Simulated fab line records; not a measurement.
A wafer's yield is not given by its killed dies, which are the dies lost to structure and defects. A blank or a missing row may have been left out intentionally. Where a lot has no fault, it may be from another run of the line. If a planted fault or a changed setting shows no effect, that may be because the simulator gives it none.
Lot-split experiment -- flow sky130 -- 27 wafers read across 5 lots, on a route 708 steps long

THE SPLIT ITSELF
At SKY_CAPM_SPUTTER_02 (material TiN, target thk 200 nm, time 166.7 s), the setting time-s was moved away from the recipe's 166.7 s on 12 of the 27 wafers read, by -58.6% to +16.8%. All remaining wafers had this setting at the recipe value.

FROM THE SPLIT TO THE READING: what the file shows between them, 5 steps
- SKY_CAPM_RS_MEAS_03: measures by four-point-probe
- SKY_CAPM_THK_MEAS_04: measures by xrf
- SKY_CAPM_DEHYDRATE_05: time 60 s
- SKY_CAPM_HMDS_06: prime time 60 s
- SKY_CAPM_DEVELOP_11: develop time 60 s

THE READING
oes-product-au, in a.u., at SKY_CAPM_METAL_ETCH_13 (etches TiN in Cl2/BCl3, stops on SiO2, target depth 220 nm, time 62.9 s). Typical for fault-free wafers on this fab line: 0.941 a.u., with standard deviation 0.0083 a.u.

wafer,"tool, chamber at the split","time-s as run, s",against the recipe,"oes-product-au, a.u.",against lot-mates on the recipe
L075.1,"pvd-sputter-01, -",166.7,recipe,0.932,-
L075.2,"pvd-sputter-01, -",130,-22.0%,0.804,-0.125
L075.3,"pvd-sputter-01, -",166.7,recipe,0.925,-
L075.4,"pvd-sputter-01, -",130,-22.0%,0.809,-0.120
L075.5,"pvd-sputter-01, -",130,-22.0%,0.787,-0.142
L075.6,"pvd-sputter-01, -",166.7,recipe,0.929,-
L076.1,"pvd-sputter-02, -",166.7,recipe,0.952,-
L076.4,"pvd-sputter-02, -",166.7,recipe,0.952,-
L076.5,"pvd-sputter-02, -",166.7,recipe,0.942,-
L079.1,"pvd-sputter-01, -",194.7,+16.8%,1.017,+0.079
L079.2,"pvd-sputter-01, -",166.7,recipe,0.928,-
L079.3,"pvd-sputter-01, -",166.7,recipe,0.945,-
L079.4,"pvd-sputter-01, -",194.7,+16.8%,0.998,+0.060
L079.5,"pvd-sputter-01, -",194.7,+16.8%,1.010,+0.072
L079.6,"pvd-sputter-01, -",166.7,recipe,0.942,-
L081.1,"pvd-sputter-01, -",166.7,recipe,0.931,-
L081.2,"pvd-sputter-01, -",166.7,recipe,0.943,-
L081.3,"pvd-sputter-01, -",139.1,-16.6%,0.845,-0.093
L081.4,"pvd-sputter-01, -",166.7,recipe,0.941,-
L081.5,"pvd-sputter-01, -",139.1,-16.6%,0.836,-0.102
L081.6,"pvd-sputter-01, -",139.1,-16.6%,0.845,-0.093
L083.1,"pvd-sputter-02, -",69.02,-58.6%,0.614,-0.328
L083.2,"pvd-sputter-02, -",166.7,recipe,0.946,-
L083.3,"pvd-sputter-02, -",69.02,-58.6%,0.616,-0.326
L083.4,"pvd-sputter-02, -",166.7,recipe,0.935,-
L083.5,"pvd-sputter-02, -",69.02,-58.6%,0.606,-0.336
L083.6,"pvd-sputter-02, -",166.7,recipe,0.945,-

THE FIT
A straight line over all 27 wafers: oes-product-au changes by +0.00548 a.u. for each +1% of time-s; r = +0.99; the points scatter about the line by 0.012 a.u.
The same after taking each lot's own level away (the mean of its wafers on the recipe; 27 wafers): +0.00549 a.u. for each +1%; r = +1.00; scatter 0.0096 a.u.
According to that fit, moving time-s by its largest amount changes the reading by 0.32 a.u.
The span of the lots' own levels, 0.9287 to 0.9487 a.u., comes to 2.4 times the standard deviation stated above.
So the lot-to-lot level changes the slope little: the two slopes agree.
Check: for one of the wafers moved furthest among these (-58.6%), held out of the fit, the line's prediction against its lot-mates is -0.326 a.u. Against them it came out at -0.328 a.u.

THE WHOLE CHAIN: every reading that the file lists as answering this split, in the file's order
step,what it does,reading,change (the file's fit),r (the file's)
SKY_CAPM_SPUTTER_02,"material TiN, target thk 200 nm, time 166.7 s","TiN_of_CAPM_SPUTTER_02.thk-nm (the simulator's own value, which no gauge read)",+2 nm for each +1% of the setting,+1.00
SKY_CAPM_RS_MEAS_03,measures by four-point-probe,CAPM_TIN_RS,-0.153 for each +1% of the setting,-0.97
SKY_CAPM_THK_MEAS_04,measures by xrf,CAPM_TIN_THK,+1.99 for each +1% of the setting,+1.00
SKY_CAPM_METAL_ETCH_13,"etches TiN in Cl2/BCl3, stops on SiO2, target depth 220 nm, time 62.9 s",oes-product-au,+0.00557 a.u. for each +1% of the setting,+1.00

FILE'S OWN FIT
oes-product-au changes by +0.00557 a.u. for each +1% of time-s, r = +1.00.
